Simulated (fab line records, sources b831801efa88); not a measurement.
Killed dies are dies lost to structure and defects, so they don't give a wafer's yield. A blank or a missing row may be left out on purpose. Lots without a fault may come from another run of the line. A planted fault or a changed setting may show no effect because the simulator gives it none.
Split-lot experiment | flow sky130 | 5 lots, 23 wafers read, on a route of 708 steps

THE SPLIT
At SKY_LDD_N_COAT_02 (resist thk 300 nm), the setting spin_rpm was moved away from the recipe's 3000 rpm on 6 of the 23 wafers read, by -5.5% to +2.9%. The other wafers ran this setting at the recipe's value.

The reading is taken at the split's own step.

THE READING
NOVOLAK_of_LDD_N_COAT_02.thk_nm (the simulator's own value, which no gauge read), in nm, at SKY_LDD_N_COAT_02 (resist thk 300 nm). The file gives no usual value for it. The 17 wafers here that ran the recipe average 300.1 nm, standard deviation 0.69 nm.

wafer  | tool, chamber at the split | spin_rpm as run, rpm | against the recipe | NOVOLAK_of_LDD_N_COAT_02.thk_nm, nm | against lot-mates on the recipe
L077.1 | litho_track-03, 0          | 2834                 | -5.5%              | 308.7                               | +9.1
L077.2 | litho_track-03, 0          | 2834                 | -5.5%              | 308                                 | +8.4
L077.3 | litho_track-03, 0          | 2834                 | -5.5%              | 309.1                               | +9.5
L077.4 | litho_track-03, 0          | 3000                 | recipe             | 299.5                               | -
L077.6 | litho_track-03, 0          | 3000                 | recipe             | 299.8                               | -
L074.1 | litho_track-04, 0          | 3000                 | recipe             | 299                                 | -
L074.4 | litho_track-04, 0          | 3000                 | recipe             | 299.6                               | -
L074.5 | litho_track-04, 0          | 3000                 | recipe             | 299.7                               | -
L078.1 | litho_track-03, 0          | 3000                 | recipe             | 300.1                               | -
L078.3 | litho_track-03, 0          | 3000                 | recipe             | 300.1                               | -
L078.2 | litho_track-03, 0          | 3000                 | recipe             | 301.8                               | -
L078.4 | litho_track-03, 0          | 3000                 | recipe             | 301.4                               | -
L078.5 | litho_track-03, 0          | 3000                 | recipe             | 300.3                               | -
L082.1 | litho_track-02, 0          | 3000                 | recipe             | 300.1                               | -
L082.3 | litho_track-02, 0          | 3000                 | recipe             | 300.1                               | -
L082.2 | litho_track-02, 0          | 3000                 | recipe             | 299.8                               | -
L082.4 | litho_track-02, 0          | 3000                 | recipe             | 300.7                               | -
L082.5 | litho_track-02, 0          | 3000                 | recipe             | 299.2                               | -
L083.1 | litho_track-02, 0          | 3087                 | +2.9%              | 295.7                               | -4.7
L083.2 | litho_track-02, 0          | 3000                 | recipe             | 300.3                               | -
L083.4 | litho_track-02, 0          | 3087                 | +2.9%              | 296                                 | -4.4
L083.5 | litho_track-02, 0          | 3000                 | recipe             | 300.4                               | -
L083.6 | litho_track-02, 0          | 3087                 | +2.9%              | 295.9                               | -4.5

THE FIT
A straight line over all 23 wafers: NOVOLAK_of_LDD_N_COAT_02.thk_nm changes by -1.52 nm for each +1% of spin_rpm; r = -0.98; the points scatter about the line by 0.65 nm.
The same after taking each lot's own level away (the mean of its wafers on the recipe; 23 wafers): -1.6 nm for each +1%; r = -0.99; scatter 0.48 nm.
On that fit, the largest move of spin_rpm shifts the reading by 8.9 nm.
The lots' own levels span 299.43 to 300.74 nm, that is 1.9 times the standard deviation above.
So the lot-to-lot level changes the slope little: the two slopes agree.
Check: with one of the wafers moved furthest among these (-5.5%) left out of the fit, the line predicts +8.82 nm for it against its lot-mates. It came out at +9.05 nm against them.

THE WHOLE CHAIN: every reading that the file lists as answering this split, in the file's order
step               | what it does      | reading                                                                          | change (the file's fit)              | r (the file's)
SKY_LDD_N_COAT_02  | resist thk 300 nm | NOVOLAK_of_LDD_N_COAT_02.thk_nm (the simulator's own value, which no gauge read) | -1.6 nm for each +1% of the setting  | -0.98
SKY_LDD_N_STRIP_16 | strips in O2/N2   | strip_time_to_endpoint_s                                                         | withheld for each +1% of the setting | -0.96

THE FILE'S OWN FIT
NOVOLAK_of_LDD_N_COAT_02.thk_nm changes by -1.6 nm for each +1% of spin_rpm, r = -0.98.
